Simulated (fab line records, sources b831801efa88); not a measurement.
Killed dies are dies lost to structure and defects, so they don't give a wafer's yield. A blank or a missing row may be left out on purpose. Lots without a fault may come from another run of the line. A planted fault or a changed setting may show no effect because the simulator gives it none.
Chamber matching | flow gf180mcu | GF_POLY_GATE_ETCH_13 on rie_si-01: 4 sister chambers
The step etches poly-Si in HBr/Cl2, stops on SiO2, target depth 198.5 nm, time 69.6 s. 14 wafers are shown with their chamber, then 7 later ones without.

WAFERS WITH THEIR CHAMBER
wafer  | chamber | drypump_motor_current_A (A) | throttle_valve_pct (%) | oes_product_au (a.u.)
L697.1 | 0       | 5.0                         | 33.684                 | 1.001
L697.2 | 1       | 5.2                         | 33.684                 | 0.991
L697.3 | 2       | 5.9                         | 33.679                 | 0.989
L698.1 | 0       | 5.0                         | 33.674                 | 0.992
L698.2 | 1       | 5.2                         | 33.695                 | 0.990
L698.5 | 1       | 5.2                         | 33.700                 | 0.982
L699.1 | 0       | 5.0                         | 33.692                 | 0.988
L699.2 | 3       | 5.7                         | 33.673                 | 0.993
L699.3 | 2       | 6.0                         | 33.688                 | 1.000
L700.3 | 0       | 5.0                         | 33.702                 | 0.995
L700.5 | 3       | 5.8                         | 33.676                 | 1.002
L700.6 | 2       | 5.9                         | 33.680                 | 0.994
L701.3 | 3       | 5.8                         | 33.689                 | 0.978
L701.5 | 2       | 6.0                         | 33.678                 | 0.985

SIGNATURES (means of the wafers above)
reading                 | chamber 0 | chamber 1 | chamber 2 | chamber 3 | scatter within a chamber
drypump_motor_current_A | 5.000     | 5.200     | 5.950     | 5.767     | 0.0408
throttle_valve_pct      | 33.68800  | 33.69300  | 33.68125  | 33.67933  | 0.00875
oes_product_au          | 0.99400   | 0.98767   | 0.99200   | 0.99100   | 0.00747
Rule: a wafer's distance from a chamber is the root of the sum, over the readings, of the square of ((its reading less the chamber's mean) divided by the reading's scatter). The wafer belongs to the nearest chamber; if the next one is less than 2 further off, it can't be placed. The scatter: the root of (the sum of the squares of (reading less its chamber's mean) over the shown wafers, divided by (wafers less chambers)).

WAFERS WITHOUT THEIR CHAMBER
wafer  | drypump_motor_current_A (A) | throttle_valve_pct (%) | oes_product_au (a.u.)
L701.6 | 5.2                         | 33.684                 | 0.976
L703.1 | 5.8                         | 33.688                 | 0.987
L703.3 | 5.2                         | 33.679                 | 0.990
L703.4 | 5.9                         | 33.685                 | 0.991
L704.1 | 5.8                         | 33.699                 | 0.992
L704.2 | 5.2                         | 33.695                 | 1.001
L704.3 | 6.0                         | 33.693                 | 0.991

WHICH CHAMBER EACH WENT THROUGH
wafer  | from the rows above     | in truth
L701.6 | 1                       | 1
L703.1 | 3                       | 3
L703.3 | 1                       | 1
L703.4 | 2                       | 2
L704.1 | can't be placed: 3 or 2 | 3
L704.2 | 1                       | 1
L704.3 | 2                       | 2
Placed correctly: 6 of 7. Can't be placed from these rows: 1 (the true chamber is among the candidates in 1). Placed wrongly: 0.
